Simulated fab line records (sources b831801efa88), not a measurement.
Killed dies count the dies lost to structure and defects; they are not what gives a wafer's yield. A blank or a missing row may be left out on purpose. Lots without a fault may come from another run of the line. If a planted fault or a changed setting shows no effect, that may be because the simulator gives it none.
fab line records | flow gf180mcu
record: lots: 13 | wafers: 39 | last-day: 34
route steps=602 shown HV_LDD@232 PSD@255 V1@357 M2@368
lots untouched by any fault: they come from a run of this same line in which no faults occurred
start-h: hours from the record's first day to the start of the lot's first wafer shown | wait-h: how many hours have passed since the lot's step before this one | " repeats the value in the row above | L1.1+2: one row covering several wafers at once | - no value, or no start given | * or withheld: withheld | < > ~ a bound
route shown NAME@n: names a module that has steps shown in the file, with the first one's number in the route | usual: mean and standard deviation over wafers with no fault | same: alike in all rows | chamber/n: place in a boat | sites: per-site readings | _std_site: how widely they spread, as a standard deviation | _edge_site: the outer-site mean with the inner-site mean subtracted | radius-mm: how far each site lies from the wafer's centre | mask NAME#n: copy n | behind: the tool/chamber that last shaped the wafer | hold: the reason the lot was held/the length of the hold in hours/how it ended | device: whichever transistor did not switch (one of n, p or np) | end of line: the tests these same wafers got at the end of their route | a step given without rows: its recipe and nothing more | killed: at the first sort, the dies lost to defects and structure; wafer yield is something else | map: per-die view of a wafer (x killed, . not killed, _ where there is no die)
set.NAME: the setting the step ran with; set.NAME@STEP: the setting that earlier step ran with | model.NAME: the simulator's own value behind a step, which no gauge read
the route's steps for a sample of lots (tables are steps, rows are wafers)
services: when a tool's chamber went out of use (start-h, in hours from the record's first day, below 0 if earlier), for how many hours, and the reason
== steps ==
step: GF_HV_LDD_CVD_56
recipe: material: Si3N4 | precursor: DCS/NH3 | target-thk-nm: 90 | temp-c: 770 | time-s: 1543 | pressure-mtorr: 250
lot.wafer  | tool     | chamber | start-h | wait-h
L209.1+4+6 | lpcvd-02 | 0       | 277.31  | 0.1
L211.1+2+5 | lpcvd-01 | 1       | 290.01  | 0.1
L213.1+4+5 | lpcvd-01 | 0       | 308.51  | 0.1
L216.1+2+4 | lpcvd-02 | 0       | 328.55  | 0.1
L219.2+5+6 | lpcvd-01 | 1       | 354.82  | 0.0
L220.2+3+4 | lpcvd-01 | 1       | 361.82  | 0.0
L225.2+4+5 | lpcvd-02 | 1       | 403.31  | 0.0
L226.1+3+4 | lpcvd-02 | 1       | 411.41  | 0.1
L227.1+2+5 | lpcvd-02 | 0       | 419.99  | 0.1
L229.1+2+6 | lpcvd-02 | 0       | 444.47  | 0.1
L230.2+3+4 | lpcvd-01 | 1       | 450.80  | 0.0
L231.1+3+5 | lpcvd-01 | 0       | 461.00  | 0.1
L232.1+3+6 | lpcvd-02 | 0       | 461.06  | 0.1
step: GF_HV_LDD_THK_MEAS_57
recipe: reads: Si3N4_of_HV_LDD_CVD_56
usual: HV_LDD_CVD_56_THK: 90.1/0.95
lot.wafer | tool          | chamber | start-h | wait-h | HV_LDD_CVD_56_THK[nm]
L209.1    | film-metro-01 | -       | 278.74  | 0.0    | 90.4
L209.4    | "             | -       | "       | "      | 91.3
L209.6    | "             | -       | "       | "      | 90.9
L211.1    | film-metro-03 | -       | 291.44  | 0.0    | 89.3
L211.2    | "             | -       | "       | "      | 89.9
L211.5    | "             | -       | "       | "      | 88.7
L213.1    | film-metro-03 | -       | 309.94  | 0.0    | 91.3
L213.4    | "             | -       | "       | "      | 91.0
L213.5    | "             | -       | "       | "      | 91.8
L216.1    | film-metro-04 | -       | 329.98  | 0.0    | 89.3
L216.2    | "             | -       | "       | "      | 89.8
L216.4    | "             | -       | "       | "      | 90.6
L219.2    | film-metro-04 | -       | 356.26  | 0.0    | 86.4
L219.5    | "             | -       | "       | "      | 86.3
L219.6    | "             | -       | "       | "      | 86.6
L220.2    | film-metro-03 | -       | 363.26  | 0.0    | 87.2
L220.3    | "             | -       | "       | "      | 86.7
L220.4    | "             | -       | "       | "      | 86.6
L225.2    | film-metro-03 | -       | 404.75  | 0.0    | 90.5
L225.4    | "             | -       | "       | "      | 90.1
L225.5    | "             | -       | "       | "      | 90.6
L226.1    | film-metro-03 | -       | 412.83  | 0.0    | 90.1
L226.3    | "             | -       | "       | "      | 90.7
L226.4    | "             | -       | "       | "      | 90.0
L227.1    | film-metro-01 | -       | 422.13  | 0.0    | 90.0
L227.2    | "             | -       | "       | "      | 90.5
L227.5    | "             | -       | "       | "      | 91.8
L229.1    | film-metro-04 | -       | 445.90  | 0.0    | 90.7
L229.2    | "             | -       | "       | "      | 91.2
L229.6    | "             | -       | "       | "      | 90.6
L230.2    | film-metro-04 | -       | 452.24  | 0.0    | 89.3
L230.3    | "             | -       | "       | "      | 89.4
L230.4    | "             | -       | "       | "      | 88.4
L231.1    | film-metro-03 | -       | 462.43  | 0.0    | 89.5
L231.3    | "             | -       | "       | "      | 89.4
L231.5    | "             | -       | "       | "      | 89.5
L232.1    | film-metro-01 | -       | 462.49  | 0.0    | 90.1
L232.3    | "             | -       | "       | "      | 90.6
L232.6    | "             | -       | "       | "      | 90.9
step: GF_HV_LDD_ETCHBACK_58
recipe: chemistry: CH3F/O2 | target: Si3N4 | stop-on: SiO2 | source-w: 400 | bias-w: 80 | pressure-mtorr: 25 | ch3f-flow-sccm: 40 | O2_flow_sccm: 30 | time-s: 100 | target-depth-a: 900
usual: chamber-pressure-mTorr: 25.000/0.025 | drypump-motor-current-A: 6.1/0.45 | oes-product-au: 0.844/0.0064 | throttle-valve-pct: 10.561/0.0092
lot.wafer | tool        | chamber | start-h | wait-h | chamber-pressure-mTorr | drypump-motor-current-A | oes-product-au | rf-hours-counter-h | throttle-valve-pct
L209.1    | rie-diel-01 | 3       | 278.80  | 0.1    | 24.980                 | 6.2                     | 0.853          | 60                 | 10.559
L209.4    | "           | 0       | "       | "      | 24.970                 | 6.6                     | 0.859          | 62                 | 10.571
L209.6    | "           | 2       | "       | "      | 25.018                 | 5.8                     | 0.848          | -                  | 10.559
L211.1    | rie-diel-02 | 0       | 291.50  | 0.1    | 25.021                 | 6.4                     | 0.836          | 66                 | 10.565
L211.2    | "           | 2       | "       | "      | 25.008                 | 5.3                     | 0.849          | 15                 | 10.569
L211.5    | "           | 0       | "       | "      | 24.976                 | 6.4                     | 0.836          | -                  | 10.567
L213.1    | rie-diel-02 | 1       | 310.00  | 0.1    | 24.973                 | 5.0                     | 0.858          | 1                  | 10.572
L213.4    | "           | 3       | "       | "      | 25.015                 | 6.0                     | 0.843          | 126                | 10.567
L213.5    | "           | 2       | "       | "      | 24.954                 | 5.3                     | 0.848          | -                  | 10.561
L216.1    | rie-diel-01 | 1       | 330.04  | 0.1    | 25.022                 | 6.3                     | 0.840          | 1                  | 10.574
L216.2    | "           | 0       | "       | "      | 24.975                 | 6.6                     | 0.840          | 63                 | 10.563
L216.4    | "           | 2       | "       | "      | 24.991                 | 5.8                     | 0.843          | 81                 | 10.566
L219.2    | rie-diel-02 | 2       | 356.31  | 0.0    | 25.015                 | 5.3                     | 0.824          | 17                 | 10.550
L219.5    | "           | 3       | "       | "      | 24.993                 | 6.1                     | 0.816          | -                  | 10.544
L219.6    | "           | 0       | "       | "      | 25.013                 | 6.3                     | 0.821          | -                  | 10.561
L220.2    | rie-diel-01 | 3       | 363.31  | 0.0    | 25.013                 | 6.2                     | 0.827          | 62                 | 10.545
L220.3    | "           | 2       | "       | "      | 24.984                 | 5.8                     | 0.829          | 82                 | 10.563
L220.4    | "           | 1       | "       | "      | 25.069                 | 6.3                     | 0.824          | 2                  | 10.537
L225.2    | rie-diel-01 | 0       | 404.80  | 0.0    | 25.021                 | 6.6                     | 0.839          | 66                 | 10.565
L225.4    | "           | 0       | "       | "      | 24.970                 | 6.6                     | 0.840          | -                  | 10.567
L225.5    | "           | 3       | "       | "      | 24.994                 | 6.2                     | 0.840          | -                  | 10.544
L226.1    | rie-diel-02 | 3       | 412.89  | 0.1    | 25.046                 | 6.0                     | 0.844          | 2                  | 10.576
L226.3    | "           | 2       | "       | "      | 25.034                 | 5.3                     | 0.855          | 18                 | 10.550
L226.4    | "           | 1       | "       | "      | 25.011                 | 5.0                     | 0.841          | 3                  | 10.553
L227.1    | rie-diel-01 | 2       | 422.19  | 0.1    | 25.014                 | 5.8                     | 0.841          | 83                 | 10.556
L227.2    | "           | 1       | "       | "      | 24.983                 | 6.3                     | 0.850          | 3                  | 10.553
L227.5    | "           | 0       | "       | "      | 24.959                 | 6.6                     | 0.847          | -                  | 10.550
L229.1    | rie-diel-02 | 2       | 445.96  | 0.1    | 24.984                 | 5.3                     | 0.854          | 19                 | 10.551
L229.2    | "           | 3       | "       | "      | 24.977                 | 6.0                     | 0.848          | 2                  | 10.564
L229.6    | "           | 3       | "       | "      | 24.988                 | 6.0                     | 0.846          | -                  | 10.571
L230.2    | rie-diel-04 | 3       | 452.29  | 0.0    | 25.042                 | 6.4                     | 0.840          | 41                 | 10.568
L230.3    | "           | 2       | "       | "      | 24.933                 | 6.0                     | 0.841          | 5                  | 10.550
L230.4    | "           | 0       | "       | "      | 24.996                 | 6.6                     | 0.838          | 74                 | 10.564
L231.1    | rie-diel-04 | 1       | 462.49  | 0.1    | 25.007                 | 6.1                     | 0.844          | 34                 | 10.555
L231.3    | "           | 3       | "       | "      | 25.003                 | 6.4                     | 0.836          | 41                 | 10.551
L231.5    | "           | 2       | "       | "      | 24.998                 | 6.1                     | 0.841          | -                  | 10.577
L232.1    | rie-diel-01 | 0       | 462.55  | 0.1    | 24.980                 | 6.6                     | 0.845          | 68                 | 10.572
L232.3    | "           | 3       | "       | "      | 24.987                 | 6.2                     | 0.847          | 65                 | 10.558
L232.6    | "           | 0       | "       | "      | 24.990                 | 6.6                     | 0.842          | -                  | 10.552
step: GF_PSD_CD_MEAS_07
recipe: target-cd-nm: 400
usual: cd-nm: 399.5/1.7
lot.wafer | tool      | chamber | start-h | wait-h | cd-nm
L209.1    | cd-sem-01 | -       | 319.01  | 0.2    | 399.6
L209.4    | "         | -       | "       | "      | 401.1
L209.6    | "         | -       | "       | "      | 399.4
L211.1    | cd-sem-01 | -       | 331.58  | 0.1    | 397.8
L211.2    | "         | -       | "       | "      | 398.5
L211.5    | "         | -       | "       | "      | 398.9
L213.1    | cd-sem-02 | -       | 351.78  | 0.1    | 399.6
L213.4    | "         | -       | "       | "      | 398.8
L213.5    | "         | -       | "       | "      | 396.9
L216.1    | cd-sem-01 | -       | 373.22  | 0.1    | 396.5
L216.2    | "         | -       | "       | "      | 397.0
L216.4    | "         | -       | "       | "      | 396.9
L219.2    | cd-sem-02 | -       | 400.99  | 0.1    | 399.8
L219.5    | "         | -       | "       | "      | 399.4
L219.6    | "         | -       | "       | "      | 400.6
L220.2    | cd-sem-01 | -       | 408.44  | 0.1    | 399.5
L220.3    | "         | -       | "       | "      | 400.1
L220.4    | "         | -       | "       | "      | 398.2
L225.2    | cd-sem-02 | -       | 452.84  | 0.1    | 398.2
L225.4    | "         | -       | "       | "      | 399.2
L225.5    | "         | -       | "       | "      | 399.9
L226.1    | cd-sem-01 | -       | 461.42  | 0.1    | 400.1
L226.3    | "         | -       | "       | "      | 400.3
L226.4    | "         | -       | "       | "      | 401.7
L227.1    | cd-sem-02 | -       | 470.07  | 0.1    | 399.1
L227.2    | "         | -       | "       | "      | 400.0
L227.5    | "         | -       | "       | "      | 400.4
L229.1    | cd-sem-02 | -       | 494.02  | 0.1    | 402.1
L229.2    | "         | -       | "       | "      | 402.2
L229.6    | "         | -       | "       | "      | 401.5
L230.2    | cd-sem-02 | -       | 499.95  | 0.1    | 400.7
L230.3    | "         | -       | "       | "      | 401.4
L230.4    | "         | -       | "       | "      | 402.8
L231.1    | cd-sem-02 | -       | 510.32  | 0.1    | 401.6
L231.3    | "         | -       | "       | "      | 401.3
L231.5    | "         | -       | "       | "      | 400.4
L232.1    | cd-sem-01 | -       | 510.63  | 0.1    | 400.1
L232.3    | "         | -       | "       | "      | 397.1
L232.6    | "         | -       | "       | "      | 400.5
step: GF_V1_SPUTTER_22
recipe: material: TiN | target-thk-nm: 10 | chamber-pressure-pa: 5 | power-w: 4000 | time-s: 40
usual: throttle-valve-pct: 30.1/0.93
lot.wafer | tool           | chamber | start-h | wait-h | throttle-valve-pct
L209.1    | pvd-sputter-02 | -       | 412.50  | 0.0    | 29.4
L209.4    | "              | -       | "       | "      | 30.4
L209.6    | "              | -       | "       | "      | 31.6
L211.1    | pvd-sputter-04 | -       | 426.55  | 0.0    | 30.4
L211.2    | "              | -       | "       | "      | 31.1
L211.5    | "              | -       | "       | "      | 30.3
L213.1    | pvd-sputter-01 | -       | 449.60  | 0.0    | 29.8
L213.4    | "              | -       | "       | "      | 30.2
L213.5    | "              | -       | "       | "      | 30.3
L216.1    | pvd-sputter-02 | -       | 473.31  | 0.0    | 30.0
L216.2    | "              | -       | "       | "      | 29.2
L216.4    | "              | -       | "       | "      | 29.2
L219.2    | pvd-sputter-04 | -       | 503.92  | 0.0    | 30.1
L219.5    | "              | -       | "       | "      | 30.8
L219.6    | "              | -       | "       | "      | 29.1
L220.2    | pvd-sputter-02 | -       | 509.64  | 0.0    | 28.9
L220.3    | "              | -       | "       | "      | 29.3
L220.4    | "              | -       | "       | "      | 31.6
L225.2    | pvd-sputter-04 | -       | 552.01  | 0.0    | 30.8
L225.4    | "              | -       | "       | "      | 30.4
L225.5    | "              | -       | "       | "      | 30.2
L226.1    | pvd-sputter-02 | -       | 560.74  | 0.0    | 31.5
L226.3    | "              | -       | "       | "      | 30.2
L226.4    | "              | -       | "       | "      | 29.4
L227.1    | pvd-sputter-02 | -       | 567.26  | 0.0    | 32.0
L227.2    | "              | -       | "       | "      | 29.1
L227.5    | "              | -       | "       | "      | 29.0
L229.1    | pvd-sputter-02 | -       | 589.60  | 0.0    | 31.9
L229.2    | "              | -       | "       | "      | 30.5
L229.6    | "              | -       | "       | "      | 31.8
L230.2    | pvd-sputter-02 | -       | 595.58  | 0.0    | 30.4
L230.3    | "              | -       | "       | "      | 29.0
L230.4    | "              | -       | "       | "      | 28.9
L231.1    | pvd-sputter-04 | -       | 604.67  | 0.0    | 29.1
L231.3    | "              | -       | "       | "      | 30.2
L231.5    | "              | -       | "       | "      | 30.6
L232.1    | pvd-sputter-04 | -       | 605.36  | 0.0    | 30.0
L232.3    | "              | -       | "       | "      | 30.5
L232.6    | "              | -       | "       | "      | 30.9
step: GF_M2_THK_MEAS_06
recipe: thk-meas-gauge: xrf | reads: AlCu_of_M2_SPUTTER_02
usual: M2_ALCU_THK: 460/6.9
lot.wafer | tool          | chamber | start-h | wait-h | M2_ALCU_THK[nm]
L209.1    | film-metro-01 | -       | 413.47  | 0.1    | 462
L209.4    | "             | -       | "       | "      | 461
L209.6    | "             | -       | "       | "      | 461
L211.1    | film-metro-02 | -       | 427.52  | 0.1    | 451
L211.2    | "             | -       | "       | "      | 457
L211.5    | "             | -       | "       | "      | 452
L213.1    | film-metro-02 | -       | 450.57  | 0.1    | 465
L213.4    | "             | -       | "       | "      | 465
L213.5    | "             | -       | "       | "      | 467
L216.1    | film-metro-03 | -       | 474.28  | 0.1    | 450
L216.2    | "             | -       | "       | "      | 454
L216.4    | "             | -       | "       | "      | 441
L219.2    | film-metro-03 | -       | 505.02  | 0.1    | 463
L219.5    | "             | -       | "       | "      | 467
L219.6    | "             | -       | "       | "      | 455
L220.2    | film-metro-02 | -       | 510.62  | 0.1    | 463
L220.3    | "             | -       | "       | "      | 473
L220.4    | "             | -       | "       | "      | 465
L225.2    | film-metro-01 | -       | 552.99  | 0.1    | 461
L225.4    | "             | -       | "       | "      | 454
L225.5    | "             | -       | "       | "      | 461
L226.1    | film-metro-02 | -       | 562.01  | 0.1    | 475
L226.3    | "             | -       | "       | "      | 466
L226.4    | "             | -       | "       | "      | 461
L227.1    | film-metro-01 | -       | 568.35  | 0.1    | 458
L227.2    | "             | -       | "       | "      | 464
L227.5    | "             | -       | "       | "      | 467
L229.1    | film-metro-03 | -       | 590.57  | 0.1    | 459
L229.2    | "             | -       | "       | "      | 461
L229.6    | "             | -       | "       | "      | 458
L230.2    | film-metro-02 | -       | 596.56  | 0.1    | 463
L230.3    | "             | -       | "       | "      | 469
L230.4    | "             | -       | "       | "      | 451
L231.1    | film-metro-03 | -       | 605.64  | 0.1    | 458
L231.3    | "             | -       | "       | "      | 455
L231.5    | "             | -       | "       | "      | 464
L232.1    | film-metro-03 | -       | 606.33  | 0.1    | 451
L232.3    | "             | -       | "       | "      | 453
L232.6    | "             | -       | "       | "      | 464
== services ==
tool           | chamber | start-h | hours | kind
rie-diel-04    | 0       | 257.70  | 3.6   | repair
rie-diel-04    | -       | 261.44  | 2.8   | pm
pvd-sputter-02 | -       | 270.85  | 3.1   | repair
rie-diel-01    | 3       | 297.51  | 6.8   | repair
pvd-sputter-02 | -       | 305.62  | 1.0   | repair
lpcvd-01       | -       | 313.76  | 1.4   | repair
rie-diel-01    | 1       | 384.30  | 4.4   | repair
rie-diel-01    | -       | 389.11  | 0.7   | repair
pvd-sputter-02 | -       | 391.91  | 7.3   | repair
rie-diel-01    | 2       | 403.86  | 1.7   | repair
lpcvd-01       | -       | 427.00  | 14.6  | pm
rie-diel-02    | 1       | 434.49  | 28.7  | repair
lpcvd-02       | -       | 439.77  | 2.3   | repair
rie-diel-02    | 0       | 442.56  | 6.2   | repair
rie-diel-02    | -       | 445.20  | 0.6   | repair
rie-diel-02    | 3       | 446.18  | 65.2  | repair
rie-diel-01    | 1       | 461.22  | 2.5   | repair
rie-diel-01    | 3       | 482.41  | 9.5   | repair
rie-diel-02    | 0       | 502.21  | 13.0  | repair
rie-diel-01    | -       | 539.94  | 2.8   | pm
lpcvd-02       | -       | 566.45  | 4.3   | pm
lpcvd-02       | -       | 585.73  | 12.5  | repair
lpcvd-02       | -       | 596.96  | 0.7   | repair
lpcvd-01       | -       | 600.87  | 0.7   | repair
== key ==
first-sign: step: GF_HV_LDD_THK_MEAS_57 | reading: HV_LDD_CVD_56_THK | direction: down | sigmas: 3.6 | usual: 90.1 | struck: 86.6
effect: step: GF_HV_LDD_ETCHBACK_58 | reading: oes-product-au | direction: down | sigmas: 3.1 | usual: 0.844 | struck: 0.824
met-at GF_HV_LDD_CVD_56
struck-lots L219,L220
tester-left-out L219,L220
not-acting-at GF_PSD_CD_MEAS_07,GF_V1_SPUTTER_22,GF_M2_THK_MEAS_06
onset-between 308.51 354.82
fault: kind: process-parameter-drift | tool: lpcvd-01 | chamber: - | onset-h: 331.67 | steps: GF_HV_LDD_CVD_56 | channel: time-s | offset: * | shape: step | end-h: 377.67 | acts-in: * | stated: *
tester-left-out: of these lots the tester's yield and bins aren't shown, on N5 and GAA mostly nor the transistor test; their killed dies are dies lost to structure and defects alone, not to doping, threshold or leakage, so they don't give the yield
